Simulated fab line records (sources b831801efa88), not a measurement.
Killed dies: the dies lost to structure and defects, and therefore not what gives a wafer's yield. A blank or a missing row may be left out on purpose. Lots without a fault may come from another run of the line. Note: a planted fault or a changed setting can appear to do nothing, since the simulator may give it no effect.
fab line records	flow gf180mcu
[record] lots = 6	wafers = 18	lastDay = 33
route steps=602 shown MVSD@68 MVPSD@78 VT_IMPLANT@90
lots that met no fault: from a run of the same line without faults
startH: hours from the record's first day to the start of the lot's first wafer shown	waitH: time in hours since the lot's previous step	" repeats the value in the row above	L1.1+2: one row covering several wafers at once	- value missing, or start not given	* or withheld: withheld	< > ~ a bound
route shown NAME@n: a module of which the file shows steps, and the number in the route of the first	usual: average and standard deviation across the fault-free wafers	same: alike in all rows	chamber/n: place in a boat	sites: each site's reading	_std_site: standard deviation of those values	_edge_site: outer sites' mean less inner sites'	radiusMm: how far each site lies from the wafer's centre	mask NAME#n: copy n	behind: the last tool/chamber to shape the wafer	hold: the reason the lot was held/the length of the hold in hours/how it ended	device: whichever transistor did not switch (one of n, p or np)	end of line: tests of these same wafers at the route's end	a step with no rows: only its recipe	killed: not the wafer's yield, but the dies lost to structure and defects at the first sort	map: a wafer's dies, x killed, . not, _ none there
set.NAME: setting as actually run; set.NAME@STEP: the setting as run at that earlier step	model.NAME: the simulator's own value behind a step, which no gauge read
lots at selected steps of the route; one table per step, one row per wafer
services: the hour from which a tool's chamber was out of use, counted from the record's first day as startH (under 0 if before that day), plus the number of hours and why
[[steps]]
[step GF_MVSD_COAT_02]
[recipe] spinRpm = 2000	resistThkNm = 3000
[step GF_MVSD_SOFTBAKE_03]
[recipe] tempC = 110	timeS = withheld
[step GF_MVSD_EXPOSE_04]
[recipe] maskId = MVSD	targetCdNm = 1000	na = 0.6	sourceShape = conventional	sigmaOuter = 0.6	doseMj = 260
[step GF_MVSD_PEB_05]
[recipe] tempC = 115	timeS = withheld
[step GF_MVSD_DEVELOP_06]
[recipe] wallAngleDeg = 90	developTimeS = 60	devTempC = 23
[step GF_MVSD_OVL_MEAS_07]
[usual] MVSD_OVL = -1.1/1.5
lot.wafer	tool	chamber	startH	waitH	MVSD_OVL[nm]
L101.2	overlay-02	-	81.20	-	-1.2
L101.3	"	-	"	"	-0.1
L101.5	"	-	"	"	-1.4
L106.1	overlay-02	-	110.38	-	-2.2
L106.3	"	-	"	"	0.8
L106.4	"	-	"	"	-1.3
L107.2	overlay-01	-	116.05	-	-2.1
L107.3	"	-	"	"	-1.4
L107.4	"	-	"	"	-3.2
L114.2	overlay-02	-	156.75	-	-1.3
L114.5	"	-	"	"	0.2
L114.6	"	-	"	"	0.1
L116.2	overlay-01	-	169.55	-	-0.2
L116.3	"	-	"	"	-1.9
L116.5	"	-	"	"	-1.8
L120.3	overlay-01	-	192.62	-	0.8
L120.5	"	-	"	"	-1.6
L120.6	"	-	"	"	-0.4
[step GF_MVSD_IMPLANT_08]
[recipe] species = P	energyKev = 400	doseCm2 = 1.6e+13	tiltDeg = 0
[step GF_MVSD_IMPLANT_09]
[recipe] species = P	energyKev = 100	doseCm2 = 5e+12	tiltDeg = 0
[step GF_MVSD_STRIP_10]
[recipe] chemistry = O2/N2	powerW = 1400	pressureMtorr = 1500	platenTempC = 250	o2FlowSccm = 3000	n2FlowSccm = 300	overashFraction = 0.5
[usual] chamberPressureMTorr = 1499.8/1.5	drypumpMotorCurrentA = 6.0/0.31	heaterPowerW = 326/59	oesProductAu = 0.723/0.0044	stripTimeToEndpointS = 36.91/0.12
lot.wafer	tool	chamber	startH	waitH	chamberPressureMTorr	drypumpMotorCurrentA	heaterPowerW	oesProductAu	rfHoursCounterH	stripTimeToEndpointS
L101.2	plasmaAsher-04	0	81.53	0.1	1499.3	6.0	277	0.727	29	36.79
L101.3	"	1	"	"	1500.6	6.1	384	0.727	-	36.78
L101.5	"	0	"	"	1500.0	6.0	277	0.720	-	36.84
L106.1	plasmaAsher-04	0	110.71	0.1	1500.0	6.0	270	0.728	31	36.98
L106.3	"	0	"	"	1500.1	5.9	271	0.714	-	37.02
L106.4	"	1	"	"	1498.5	6.1	383	0.720	-	36.92
L107.2	plasmaAsher-02	0	116.38	0.1	1499.1	5.4	306	0.721	50	37.16
L107.3	"	1	"	"	1499.2	6.3	419	0.727	-	36.89
L107.4	"	0	"	"	1499.1	5.3	309	0.726	-	36.99
L114.2	plasmaAsher-02	1	157.08	0.1	1501.7	6.2	418	0.719	55	36.79
L114.5	"	1	"	"	1502.5	6.2	418	0.723	-	36.73
L114.6	"	0	"	"	1499.2	5.4	307	0.716	-	36.72
L116.2	plasmaAsher-02	0	169.88	0.1	1508.1	5.4	317	0.727	57	37.00
L116.3	"	0	"	"	1502.3	5.3	308	0.723	-	36.98
L116.5	"	0	"	"	1498.8	5.4	317	0.722	-	37.01
L120.3	plasmaAsher-04	0	192.98	0.1	1502.4	6.0	268	0.719	-	37.02
L120.5	"	1	"	"	1499.4	6.0	385	0.721	-	36.89
L120.6	"	0	"	"	1497.4	5.9	279	0.721	-	36.87
[step GF_MVSD_TW_MEAS_11]
[usual] MVSD_TW = 1568/13
lot.wafer	tool	chamber	startH	waitH	MVSD_TW
L101.2	filmMetro-04	-	81.64	0.1	1548
L101.3	"	-	"	"	1555
L101.5	"	-	"	"	1552
L106.1	filmMetro-01	-	110.81	0.1	1580
L106.3	"	-	"	"	1570
L106.4	"	-	"	"	1580
L107.2	filmMetro-01	-	116.49	0.1	1571
L107.3	"	-	"	"	1584
L107.4	"	-	"	"	1573
L114.2	filmMetro-03	-	157.19	0.1	1553
L114.5	"	-	"	"	1564
L114.6	"	-	"	"	1555
L116.2	filmMetro-04	-	169.99	0.1	1555
L116.3	"	-	"	"	1556
L116.5	"	-	"	"	1553
L120.3	filmMetro-04	-	193.07	0.1	1571
L120.5	"	-	"	"	1568
L120.6	"	-	"	"	1572
[step GF_MVPSD_DEHYDRATE_00]
[recipe] tempC = 200	timeS = 60
[step GF_MVPSD_HMDS_01]
[recipe] primeTimeS = 60	primeTempC = 120
[step GF_MVPSD_COAT_02]
[recipe] spinRpm = 2000	resistThkNm = 3000
[usual] chillPlateTempC = 23.01/0.11	dispensePressureKPa = 52.2/1.1	resistLineTempC = 23.02/0.1
lot.wafer	tool	chamber	startH	waitH	chillPlateTempC	dispensePressureKPa	resistLineTempC
L101.2	lithoTrack-03	0	88.10	0.1	22.88	52.2	23.08
L101.3	"	0	"	"	22.80	52.2	23.06
L101.5	"	0	"	"	22.89	52.2	23.07
L106.1	lithoTrack-03	-	118.03	0.1	-	-	-
L106.3	"	-	"	"	-	-	-
L106.4	"	-	"	"	-	-	-
L107.2	lithoTrack-02	-	123.40	0.1	-	-	-
L107.3	"	-	"	"	-	-	-
L107.4	"	-	"	"	-	-	-
L114.2	lithoTrack-04	0	165.12	0.1	22.98	54.3	23.13
L114.5	"	0	"	"	22.97	54.3	23.06
L114.6	"	0	"	"	22.84	54.3	22.95
L116.2	lithoTrack-02	0	177.75	0.1	22.94	51.4	23.14
L116.3	"	0	"	"	22.89	51.4	23.14
L116.5	"	0	"	"	22.81	51.4	22.92
L120.3	lithoTrack-02	0	201.78	0.1	23.06	51.4	23.07
L120.5	"	0	"	"	23.31	51.4	23.02
L120.6	"	0	"	"	23.27	51.4	23.00
[step GF_MVPSD_SOFTBAKE_03]
[recipe] tempC = 110	timeS = withheld
[step GF_MVPSD_EXPOSE_04]
[recipe] maskId = MVPSD	targetCdNm = 1000	na = 0.6	sourceShape = conventional	sigmaOuter = 0.6	doseMj = 260
[step GF_MVPSD_PEB_05]
[recipe] tempC = 115	timeS = withheld
[step GF_MVPSD_DEVELOP_06]
[recipe] wallAngleDeg = 90	developTimeS = 60	devTempC = 23
[step GF_MVPSD_OVL_MEAS_07]
[usual] MVPSD_OVL = 0.0/1.6
lot.wafer	tool	chamber	startH	waitH	MVPSD_OVL[nm]
L101.2	overlay-01	-	95.70	-	-1.2
L101.3	"	-	"	"	-1.3
L101.5	"	-	"	"	-1.8
L106.1	overlay-01	-	125.68	-	-
L106.3	"	-	"	"	-
L106.4	"	-	"	"	-
L107.2	overlay-02	-	131.19	-	-
L107.3	"	-	"	"	-
L107.4	"	-	"	"	-
L114.2	overlay-02	-	173.28	-	-2.4
L114.5	"	-	"	"	-1.4
L114.6	"	-	"	"	-2.2
L116.2	overlay-01	-	186.13	-	0.9
L116.3	"	-	"	"	-0.7
L116.5	"	-	"	"	0.8
L120.3	overlay-01	-	210.89	-	-1.3
L120.5	"	-	"	"	0.6
L120.6	"	-	"	"	-0.1
[step GF_MVPSD_IMPLANT_08]
[recipe] species = B	energyKev = 170	doseCm2 = 1.5e+13	tiltDeg = 0
[step GF_MVPSD_IMPLANT_09]
[recipe] species = B	energyKev = 40	doseCm2 = 5e+12	tiltDeg = 0
[step GF_MVPSD_STRIP_10]
[recipe] chemistry = O2/N2	powerW = 1400	pressureMtorr = 1500	platenTempC = 250	o2FlowSccm = 3000	n2FlowSccm = 300	overashFraction = 0.5
[usual] chamberPressureMTorr = 1500.1/1.3	drypumpMotorCurrentA = 5.7/0.46	heaterPowerW = 339/50	oesProductAu = 0.722/0.0049	stripTimeToEndpointS = 36.95/0.11
lot.wafer	tool	chamber	startH	waitH	chamberPressureMTorr	drypumpMotorCurrentA	heaterPowerW	oesProductAu	rfHoursCounterH	stripTimeToEndpointS
L101.2	plasmaAsher-04	0	96.03	0.1	1499.3	6.0	266	0.719	30	36.85
L101.3	"	1	"	"	1498.7	6.1	393	0.723	-	36.92
L101.5	"	0	"	"	1496.9	5.9	279	0.717	-	36.96
L106.1	plasmaAsher-02	1	126.01	0.1	1502.0	6.3	416	-	51	-
L106.3	"	1	"	"	1501.1	6.2	410	-	-	-
L106.4	"	0	"	"	1500.2	5.3	316	-	-	-
L107.2	plasmaAsher-03	0	131.52	0.1	1500.2	5.7	307	-	1	-
L107.3	"	0	"	"	1500.2	5.7	303	-	-	-
L107.4	"	1	"	"	1501.5	4.8	333	-	-	-
L114.2	plasmaAsher-02	1	173.61	0.1	1499.8	6.2	404	0.722	58	37.13
L114.5	"	0	"	"	1500.7	5.3	311	0.714	-	37.13
L114.6	"	1	"	"	1498.5	6.3	410	0.724	-	37.12
L116.2	plasmaAsher-03	0	186.46	0.1	1498.5	5.7	309	0.718	3	36.98
L116.3	"	0	"	"	1501.2	5.7	312	0.724	-	37.07
L116.5	"	0	"	"	1498.6	5.7	305	0.719	-	36.96
L120.3	plasmaAsher-03	0	211.25	0.1	1498.6	5.7	311	0.724	-	36.78
L120.5	"	0	"	"	1502.2	5.7	301	0.727	-	36.80
L120.6	"	1	"	"	1500.5	4.8	331	0.720	-	36.72
[step GF_MVPSD_TW_MEAS_11]
[usual] MVPSD_TW = 551/4.3
lot.wafer	tool	chamber	startH	waitH	MVPSD_TW
L101.2	filmMetro-01	-	96.14	0.1	551
L101.3	"	-	"	"	546
L101.5	"	-	"	"	553
L106.1	filmMetro-03	-	126.11	0.1	550
L106.3	"	-	"	"	547
L106.4	"	-	"	"	549
L107.2	filmMetro-04	-	131.63	0.1	548
L107.3	"	-	"	"	549
L107.4	"	-	"	"	549
L114.2	filmMetro-03	-	173.72	0.1	549
L114.5	"	-	"	"	549
L114.6	"	-	"	"	546
L116.2	filmMetro-04	-	186.57	0.1	545
L116.3	"	-	"	"	546
L116.5	"	-	"	"	545
L120.3	filmMetro-03	-	211.33	0.1	546
L120.5	"	-	"	"	546
L120.6	"	-	"	"	547
[step GF_VT_IMPLANT_DEHYDRATE_00]
[recipe] tempC = 200	timeS = 60
[step GF_VT_IMPLANT_HMDS_01]
[recipe] primeTimeS = 60	primeTempC = 120
[step GF_VT_IMPLANT_COAT_02]
[recipe] resist = NOVOLAK	spinRpm = 3000	resistThkNm = 1000
[step GF_VT_IMPLANT_SOFTBAKE_03]
[recipe] tempC = 90	timeS = 60	resist = NOVOLAK
[step GF_VT_IMPLANT_EXPOSE_04]
[recipe] maskId = LVPWELL_LV_AREA	targetCdNm = 600	na = 0.6	sourceShape = conventional	sigmaOuter = 0.6	doseMj = 140
[step GF_VT_IMPLANT_PEB_05]
[recipe] tempC = withheld	timeS = *	resist = NOVOLAK
[step GF_VT_IMPLANT_DEVELOP_06]
[recipe] developTimeS = 60	devTempC = 23
[step GF_VT_IMPLANT_OVL_MEAS_07]
[usual] VT_IMPLANT_OVL = -1.2/1.4
lot.wafer	tool	chamber	startH	waitH	VT_IMPLANT_OVL[nm]
L101.2	overlay-01	-	109.08	0.1	0.1
L101.3	"	-	"	"	-1.2
L101.5	"	-	"	"	0.4
L106.1	overlay-02	-	140.88	0.1	-1.6
L106.3	"	-	"	"	-2.1
L106.4	"	-	"	"	-2.4
L107.2	overlay-01	-	146.53	0.1	-3.4
L107.3	"	-	"	"	-2.6
L107.4	"	-	"	"	-1.9
L114.2	overlay-01	-	190.13	0.1	0.1
L114.5	"	-	"	"	-0.6
L114.6	"	-	"	"	1.7
L116.2	overlay-01	-	203.58	0.1	-2.2
L116.3	"	-	"	"	-3.0
L116.5	"	-	"	"	-2.9
L120.3	overlay-02	-	228.29	0.1	-1.7
L120.5	"	-	"	"	-3.4
L120.6	"	-	"	"	-2.0
[step GF_VT_IMPLANT_IMPLANT_08]
[recipe] species = BF2	energyKev = 20	doseCm2 = 8.29e+12	tiltDeg = 7
[step GF_VT_IMPLANT_STRIP_09]
[recipe] chemistry = O2/N2	powerW = 1400	pressureMtorr = 1500	platenTempC = 250	o2FlowSccm = 3000	n2FlowSccm = 300	overashFraction = 0.5
[usual] chamberPressureMTorr = 1499.8/1.4	drypumpMotorCurrentA = 5.8/0.5	heaterPowerW = 323/55	oesProductAu = 0.716/0.0044	stripTimeToEndpointS = 12.613/0.029
lot.wafer	tool	chamber	startH	waitH	chamberPressureMTorr	drypumpMotorCurrentA	heaterPowerW	oesProductAu	rfHoursCounterH	stripTimeToEndpointS
L101.2	plasmaAsher-02	1	109.26	0.1	1500.6	6.2	410	0.714	49	12.632
L101.3	"	1	"	"	1501.4	6.2	416	0.710	-	12.659
L101.5	"	0	"	"	1497.8	5.4	312	0.714	-	12.689
L106.1	plasmaAsher-02	0	141.06	0.1	1498.9	5.4	303	0.717	53	12.594
L106.3	"	0	"	"	1501.0	5.3	308	0.717	-	12.597
L106.4	"	1	"	"	1500.7	6.3	416	0.719	-	12.597
L107.2	plasmaAsher-02	1	146.71	0.1	1502.8	6.3	434	0.716	54	12.643
L107.3	"	0	"	"	1501.3	5.3	316	0.712	-	12.600
L107.4	"	1	"	"	1499.8	6.3	408	0.724	-	12.619
L114.2	plasmaAsher-03	0	190.31	0.1	1498.5	5.7	306	0.713	4	12.636
L114.5	"	1	"	"	1501.4	4.9	316	0.709	-	12.607
L114.6	"	0	"	"	1500.7	5.7	307	0.711	-	12.603
L116.2	plasmaAsher-01	1	203.76	0.1	1498.5	6.0	322	0.712	60	12.593
L116.3	"	1	"	"	1498.5	6.0	321	0.716	-	12.571
L116.5	"	0	"	"	1500.4	6.4	249	0.720	-	12.581
L120.3	plasmaAsher-01	1	228.49	0.1	1500.0	6.0	324	0.722	-	12.652
L120.5	"	1	"	"	1503.1	6.0	323	0.717	-	12.635
L120.6	"	0	"	"	1500.4	6.4	247	0.718	-	12.640
[step GF_VT_IMPLANT_TW_MEAS_10]
[usual] VT_IMPLANT_TW = 562/4.4
lot.wafer	tool	chamber	startH	waitH	VT_IMPLANT_TW
L101.2	filmMetro-02	-	109.37	0.1	565
L101.3	"	-	"	"	564
L101.5	"	-	"	"	564
L106.1	filmMetro-02	-	141.16	0.1	697
L106.3	"	-	"	"	694
L106.4	"	-	"	"	694
L107.2	filmMetro-04	-	146.82	0.1	688
L107.3	"	-	"	"	681
L107.4	"	-	"	"	685
L114.2	filmMetro-04	-	190.42	0.1	555
L114.5	"	-	"	"	557
L114.6	"	-	"	"	555
L116.2	filmMetro-01	-	204.00	0.2	565
L116.3	"	-	"	"	565
L116.5	"	-	"	"	564
L120.3	filmMetro-01	-	228.58	0.1	574
L120.5	"	-	"	"	573
L120.6	"	-	"	"	570
[step GF_VT_IMPLANT_DEHYDRATE_11]
[recipe] tempC = 200	timeS = 60
[step GF_VT_IMPLANT_HMDS_12]
[recipe] primeTimeS = 60	primeTempC = 120
[step GF_VT_IMPLANT_COAT_13]
[recipe] resist = NOVOLAK	spinRpm = 3000	resistThkNm = 1000
[step GF_VT_IMPLANT_SOFTBAKE_14]
[recipe] tempC = 90	timeS = 60	resist = NOVOLAK
[step GF_VT_IMPLANT_EXPOSE_15]
[recipe] maskId = Nwell_LV_AREA	targetCdNm = 860	na = 0.6	sourceShape = conventional	sigmaOuter = 0.6	doseMj = 140
[step GF_VT_IMPLANT_PEB_16]
[recipe] tempC = withheld	timeS = *	resist = NOVOLAK
[step GF_VT_IMPLANT_DEVELOP_17]
[recipe] developTimeS = 60	devTempC = 23
[step GF_VT_IMPLANT_OVL_MEAS_18]
[usual] VT_IMPLANT_01_OVL = 0.0/1.3
lot.wafer	tool	chamber	startH	waitH	VT_IMPLANT_01_OVL[nm]
L101.2	overlay-02	-	124.08	0.1	1.3
L101.3	"	-	"	"	-0.4
L101.5	"	-	"	"	0.0
L106.1	overlay-01	-	156.83	0.1	-2.4
L106.3	"	-	"	"	-0.8
L106.4	"	-	"	"	-0.5
L107.2	overlay-01	-	162.18	0.1	-1.6
L107.3	"	-	"	"	1.4
L107.4	"	-	"	"	-2.2
L114.2	overlay-01	-	206.68	0.1	1.2
L114.5	"	-	"	"	2.2
L114.6	"	-	"	"	0.9
L116.2	overlay-01	-	221.15	0.1	1.4
L116.3	"	-	"	"	1.3
L116.5	"	-	"	"	0.8
L120.3	overlay-02	-	246.84	0.1	2.0
L120.5	"	-	"	"	-0.2
L120.6	"	-	"	"	1.1
[step GF_VT_IMPLANT_IMPLANT_19]
[recipe] species = As	energyKev = 100	doseCm2 = 4.35e+12	tiltDeg = 7
[step GF_VT_IMPLANT_TW_MEAS_21]
[usual] VT_IMPLANT_2_TW = 1208/10
lot.wafer	tool	chamber	startH	waitH	VT_IMPLANT_2_TW
L101.2	filmMetro-01	-	124.37	0.1	1217
L101.3	"	-	"	"	1224
L101.5	"	-	"	"	1218
L106.1	filmMetro-02	-	157.11	0.1	1237
L106.3	"	-	"	"	1237
L106.4	"	-	"	"	1243
L107.2	filmMetro-04	-	162.47	0.1	1236
L107.3	"	-	"	"	1227
L107.4	"	-	"	"	1228
L114.2	filmMetro-01	-	206.97	0.1	1226
L114.5	"	-	"	"	1223
L114.6	"	-	"	"	1215
L116.2	filmMetro-04	-	221.44	0.1	1193
L116.3	"	-	"	"	1197
L116.5	"	-	"	"	1199
L120.3	filmMetro-04	-	247.13	0.1	1209
L120.5	"	-	"	"	1205
L120.6	"	-	"	"	1209
[step GF_VT_IMPLANT_TW_MEAS_32]
[usual] VT_IMPLANT_3_TW = 268.1/2.5
lot.wafer	tool	chamber	startH	waitH	VT_IMPLANT_3_TW
L101.2	filmMetro-01	-	139.63	0.1	270.5
L101.3	"	-	"	"	268.2
L101.5	"	-	"	"	269.7
L106.1	filmMetro-04	-	172.96	0.1	563.3
L106.3	"	-	"	"	561.0
L106.4	"	-	"	"	563.8
L107.2	filmMetro-04	-	178.32	0.1	558.6
L107.3	"	-	"	"	561.0
L107.4	"	-	"	"	559.7
L114.2	filmMetro-04	-	224.92	0.1	265.4
L114.5	"	-	"	"	266.6
L114.6	"	-	"	"	265.6
L116.2	filmMetro-01	-	239.62	0.1	272.3
L116.3	"	-	"	"	272.1
L116.5	"	-	"	"	272.7
L120.3	filmMetro-01	-	265.78	0.1	270.6
L120.5	"	-	"	"	269.3
L120.6	"	-	"	"	269.5
[step GF_VT_IMPLANT_TW_MEAS_43]
[usual] VT_IMPLANT_4_TW = 687/5.1
lot.wafer	tool	chamber	startH	waitH	VT_IMPLANT_4_TW
L101.2	filmMetro-01	-	155.67	0.1	690
L101.3	"	-	"	"	688
L101.5	"	-	"	"	688
L106.1	filmMetro-04	-	189.66	0.1	767
L106.3	"	-	"	"	773
L106.4	"	-	"	"	775
L107.2	filmMetro-04	-	195.92	0.1	781
L107.3	"	-	"	"	779
L107.4	"	-	"	"	780
L114.2	filmMetro-02	-	242.32	0.1	689
L114.5	"	-	"	"	689
L114.6	"	-	"	"	692
L116.2	filmMetro-02	-	258.07	0.1	691
L116.3	"	-	"	"	690
L116.5	"	-	"	"	688
L120.3	filmMetro-04	-	285.58	0.1	681
L120.5	"	-	"	"	679
L120.6	"	-	"	"	683
[[services]]
tool	chamber	startH	hours	kind
plasmaAsher-01	-	107.36	0.8	repair
plasmaAsher-03	-	108.75	9.0	pm
plasmaAsher-03	0	108.75	9.0	ventCycle
plasmaAsher-03	1	108.75	9.0	ventCycle
plasmaAsher-03	0	117.75	-	clean
plasmaAsher-03	1	117.75	-	clean
plasmaAsher-03	-	133.77	8.5	repair
lithoTrack-02	-	134.95	-	consumableReplace:filter
plasmaAsher-03	-	142.05	0.8	repair
plasmaAsher-03	-	158.30	28.1	pm
plasmaAsher-01	-	162.47	5.6	repair
[[key]]
[firstSign] step = GF_MVPSD_COAT_02	reading = toolRecord	direction = missing
[effect] step = GF_MVPSD_OVL_MEAS_07	reading = MVPSD_OVL	direction = missing
[effect] step = GF_VT_IMPLANT_TW_MEAS_10	reading = VT_IMPLANT_TW	direction = up	sigmas = 29	usual = 562	struck = 690
[effect] step = GF_VT_IMPLANT_TW_MEAS_21	reading = VT_IMPLANT_2_TW	direction = up	sigmas = 2.7	usual = 1208	struck = 1235
[effect] step = GF_VT_IMPLANT_TW_MEAS_32	reading = VT_IMPLANT_3_TW	direction = up	sigmas = 99+	usual = 268.1	struck = 561.2
[effect] step = GF_VT_IMPLANT_TW_MEAS_43	reading = VT_IMPLANT_4_TW	direction = up	sigmas = 17	usual = 687	struck = 776
metAt GF_MVPSD_COAT_02
struckWafers L106.1,L106.3,L106.4,L107.2,L107.3,L107.4
sortLeftOut L106.1,L106.3,L106.4,L107.2,L107.3,L107.4
testerLeftOut L106,L107
onsetBetween 88.10 118.03
[fault] kind = skippedStepWhole	tool = lithoTrack-02,lithoTrack-03	chamber = -	onsetH = 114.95	steps = GF_MVPSD_COAT_02	scope = struckLotsOnly
// testerLeftOut: of these lots the tester's yield and bins aren't shown, on N5 and GAA mostly nor the transistor test; their killed dies are dies lost to structure and defects alone, not to doping, threshold or leakage, so they don't give the yield
// sortLeftOut: the simulated sort isn't trusted on such a fault, so these wafers' sort isn't shown, and their yield isn't known
